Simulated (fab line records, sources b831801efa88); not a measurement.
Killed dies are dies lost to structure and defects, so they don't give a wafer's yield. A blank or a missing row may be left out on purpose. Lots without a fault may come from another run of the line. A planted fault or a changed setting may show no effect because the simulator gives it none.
Tool commonality check | flow gf180mcu | 13 lots, 39 wafers sampled

WHY IT WAS OPENED
At GF_DNWELL_TW_MEAS_09 the reading DNWELL_TW is flagged on 2 of 13 lots. Wafers without a fault read 1362, standard deviation 11.
Rule: a lot is flagged when every wafer of it that has a number lies more than 4 standard deviations from that mean, or none has a number. The other lots count as sound.

lot  | measured    | on            | DNWELL_TW, wafer by wafer | flag
L672 | day 2 19:04 | film_metro-04 | 1347 1346 1354            |
L674 | day 3 05:49 | film_metro-04 | 1351 1355 1346            |
L677 | day 3 21:28 | film_metro-01 | 1380 1374 1379            |
L679 | day 4 06:13 | film_metro-02 | 1354 1354 1358            |
L681 | day 4 18:28 | film_metro-04 | 1368 1365 1359            |
L682 | day 4 22:29 | film_metro-02 | 1365 1372 1373            |
L683 | day 5 04:02 | film_metro-04 | 1352 1343 1346            |
L685 | day 5 16:28 | film_metro-04 | 1352 1354 1347            |
L686 | day 5 20:03 | film_metro-02 | 1366 1369 1369            |
L691 | day 6 23:31 | film_metro-02 | 1538 1537 1539            | FLAGGED
L693 | day 7 09:52 | film_metro-02 | 1368 1369 1365            |
L694 | day 7 14:52 | film_metro-04 | 1503 1507 1509            | FLAGGED
L695 | day 7 21:29 | film_metro-02 | 1366 1378 1367            |
The numbers of the flagged lots are 1522 on average: +160 against the usual, or +15 standard deviations.

WHICH TOOL RAN EACH LOT
The record holds 1 process step before the reading, out of a route of 602 steps. In each cell: the tool, then ch and the chambers that the sampled wafers went through, then the start.
lot  | flag    | GF_DNWELL_IMPLANT_07
L672 |         | implanter-03 ch 0, day 2 18:50
L674 |         | implanter-03 ch 0, day 3 05:35
L677 |         | implanter-03 ch 0, day 3 21:14
L679 |         | implanter-03 ch 0, day 4 05:58
L681 |         | implanter-03 ch 0, day 4 18:13
L682 |         | implanter-03 ch 0, day 4 22:14
L683 |         | implanter-03 ch 0, day 5 03:49
L685 |         | implanter-03 ch 0, day 5 16:14
L686 |         | implanter-01 ch 0, day 5 19:49
L691 | FLAGGED | implanter-03 ch 0, day 6 23:16
L693 |         | implanter-01 ch 0, day 7 09:37
L694 | FLAGGED | implanter-03 ch 0, day 7 14:39
L695 |         | implanter-02 ch 0, day 7 21:14
What these steps do:
- GF_DNWELL_IMPLANT_07
- GF_DNWELL_TW_MEAS_09

FLAGGED OVER TOTAL, TOOL BY TOOL (the gauges that took the reading come last)
step                 | tool          | lots run | flagged | share of the flagged lots | sound lots run after its first flagged lot
GF_DNWELL_IMPLANT_07 | implanter-01  | 2        | 0       | none                      | -
GF_DNWELL_IMPLANT_07 | implanter-02  | 1        | 0       | none                      | -
GF_DNWELL_IMPLANT_07 | implanter-03  | 10       | 2       | all                       | 0
GF_DNWELL_TW_MEAS_09 | film_metro-01 | 1        | 0       | none                      | -
GF_DNWELL_TW_MEAS_09 | film_metro-02 | 6        | 1       | some                      | 2 (L693,L695)
GF_DNWELL_TW_MEAS_09 | film_metro-04 | 6        | 1       | some                      | 0

WHAT THE TABLE ALLOWS
1 row of the table ran every flagged lot: implanter-03 at GF_DNWELL_IMPLANT_07.
- implanter-03 at GF_DNWELL_IMPLANT_07: 2 of its 10 lots flagged. Its last sound lot is L685 (day 5 16:14), its first flagged lot L691 (day 6 23:16): a fault that began between those two fits. Its own readings lie more than 4 standard deviations out on every wafer of the flagged lots: tilt_deg.
One tool is left: implanter-03 at GF_DNWELL_IMPLANT_07.

WHAT THE SIMULATOR HAD PUT IN
Process parameter drift: implanter-03, from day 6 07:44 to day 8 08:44, at GF_DNWELL_IMPLANT_07. Setting tilt_deg, moved by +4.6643, from 0. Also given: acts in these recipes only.
Lots struck among those shown: L691, L694. The rule above found the same.
